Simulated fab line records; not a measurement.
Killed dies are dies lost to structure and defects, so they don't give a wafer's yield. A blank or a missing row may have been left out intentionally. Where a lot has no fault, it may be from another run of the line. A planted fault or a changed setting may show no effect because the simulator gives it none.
Which of the tools did it? ; flow sky130 ; route of 708 steps, sampled at 1 step: 13 lots, 37 wafers

== WHAT THE GAUGES READ, wafer by wafer ==
SKY_FIELD_ISO_CD_MEAS_13: the cd target is 150 nm.
lot;measured;on;cd-nm (nm)
L608;day 2 08:07;cd-sem-01;152.8 151.0 151.4
L607;day 2 08:36;cd-sem-01;151.6 150.6 151.2
L611;day 3 07:09;cd-sem-01;149.7 151.3 150.0
L612;day 3 07:22;cd-sem-02;149.6 150.3 150.8
L613;day 3 18:00;cd-sem-02;149.8 150.4 150.4
L614;day 3 20:30;cd-sem-02;150.2 149.7 150.9
L615;day 4 03:13;cd-sem-01;149.3 149.2 148.8
L616;day 4 03:35;cd-sem-02;149.6 150.2 151.3
L620;day 4 23:12;cd-sem-02;147.5 150.1 149.1
L621;day 5 10:10;cd-sem-01;149.5 151.0 149.5
L622;day 5 10:38;cd-sem-02;148.2 150.0
L624;day 5 23:45;cd-sem-02;150.5 150.6 149.3
L625;day 6 03:03;cd-sem-02;148.8 149.6

== WHICH TOOL RAN EACH LOT (tool, then ch and the chambers of the sampled wafers, then the start) ==
The record shows no process step preceding these readings.

== AS READ BY THE TOOLS THEMSELVES (means over the sampled wafers that have a number; for cases with no such wafer, the mark the record gives instead) ==
The record holds no such reading with a usual standard deviation.

== THE ANSWER, worked out from the rows above alone ==
Rule: the usual values come from the lots themselves. The widest of any qualifying gaps counts: lots, ordered by their means at a reading, are off when they make up no more than a third of the lots, leave a main group of 4 or more, and stand apart from it by 3 or more times the standard deviation of that group's means. A main group is skipped when, at the precision printed for the reading in the tables above, its means are all equal. A lot without any number at a reading at which 4 lots or more have one is off too. Any other lot the step has rows for is counted as sound. First the gauges in route order, then the tools' own readings, where a lot's mean is used as printed above. The first step at which some lot is off is used, and at that step the reading that is off furthest; a lot without a number counts as furthest.
No lot is off at any reading shown: from this, nothing can be told.

== WHAT WAS PUT IN BY THE SIMULATOR ==
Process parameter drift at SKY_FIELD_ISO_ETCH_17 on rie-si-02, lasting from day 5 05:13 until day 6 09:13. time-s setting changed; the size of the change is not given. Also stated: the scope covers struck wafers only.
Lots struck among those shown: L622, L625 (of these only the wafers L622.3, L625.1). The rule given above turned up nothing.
